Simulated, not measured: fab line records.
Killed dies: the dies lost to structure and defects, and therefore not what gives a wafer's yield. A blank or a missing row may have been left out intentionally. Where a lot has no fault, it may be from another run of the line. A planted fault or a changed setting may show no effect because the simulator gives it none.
Struck lot and sound lot, side by side :: flow sky130 :: 15 steps out of a route of 708
Sound: these wafers, L659.1, L659.2, L659.3. Wafers L674.2, L674.3, L674.4 were the ones struck. The cause is given at the end.
For every step that has rows: the tool of each side, followed by ch and its chambers, followed by its first start. Under that, the readings that differ: sound wafers :: struck wafers :: difference of the means :: sigmas: that difference in standard deviations of wafers without a fault.
alike: same words and numbers on both sides, and readings whose means sit less than 2 such deviations apart. not compared: any withheld reading, any reading some wafer has no value for, any bound like >300 that may hide the same value, and any number with overlapping values for which the record gives no deviation.
A row with sigmas, a row that says differs or no value, or rows on one side alone: a step with any of these is where the two part. Numbers that don't overlap but have no deviation are shown without sigmas and don't part them. A reading missing from all wafers of one side parts the sides only when that side holds two or more wafers.

first, 4 steps without rows for these wafers: SKY_DNWELL_EXPOSE_04 (exposes mask DNM, target cd 3000 nm); SKY_DNWELL_PEB_05; SKY_DNWELL_DEVELOP_06 (develop time 60 s); SKY_DNWELL_IMPLANT_07.
SKY_DNWELL_STRIP_08: strips in O2/N2.
  sound on plasma_asher-04 ch 0,1, day 3 14:19; struck on plasma_asher-04 ch 0,1, day 6 23:52
  alike: drypump_motor_current_A, n2_flow_sccm, oes_product_au, strip_time_to_endpoint_s
  not compared: rf_hours_counter_h
SKY_DNWELL_TW_MEAS_09:
  sound on film_metro-03, day 3 14:25; struck on film_metro-04, day 6 23:59
  alike: DNWELL_TW
then, 6 steps without rows for these wafers: SKY_PWDE_DEHYDRATE_00 (time 60 s); SKY_PWDE_HMDS_01 (prime time 60 s); SKY_PWDE_COAT_02 (resist thk 3000 nm); SKY_PWDE_SOFTBAKE_03; SKY_PWDE_EXPOSE_04 (exposes mask PWDEM, target cd 840 nm); SKY_PWDE_PEB_05.
SKY_PWDE_DEVELOP_06: develop time 60 s.
  sound on litho_track-03 ch 0, day 4 06:00; struck on litho_track-02 ch 0, day 7 19:00
  alike: chill_plate_temp_C
SKY_PWDE_OVL_MEAS_07:
  sound on overlay-01, day 4 06:35; struck on overlay-01, day 7 19:35
reading: PWDE_OVL (nm)
sound: -2.2 -2.1 0.3
struck: - - -
difference: no value on the struck wafers
sigmas: 
next, for these wafers, 1 step has no rows: SKY_PWDE_IMPLANT_08.

## WHERE THEY PART
Only at SKY_PWDE_OVL_MEAS_07, within this record.

WHY: whatever the simulator had introduced
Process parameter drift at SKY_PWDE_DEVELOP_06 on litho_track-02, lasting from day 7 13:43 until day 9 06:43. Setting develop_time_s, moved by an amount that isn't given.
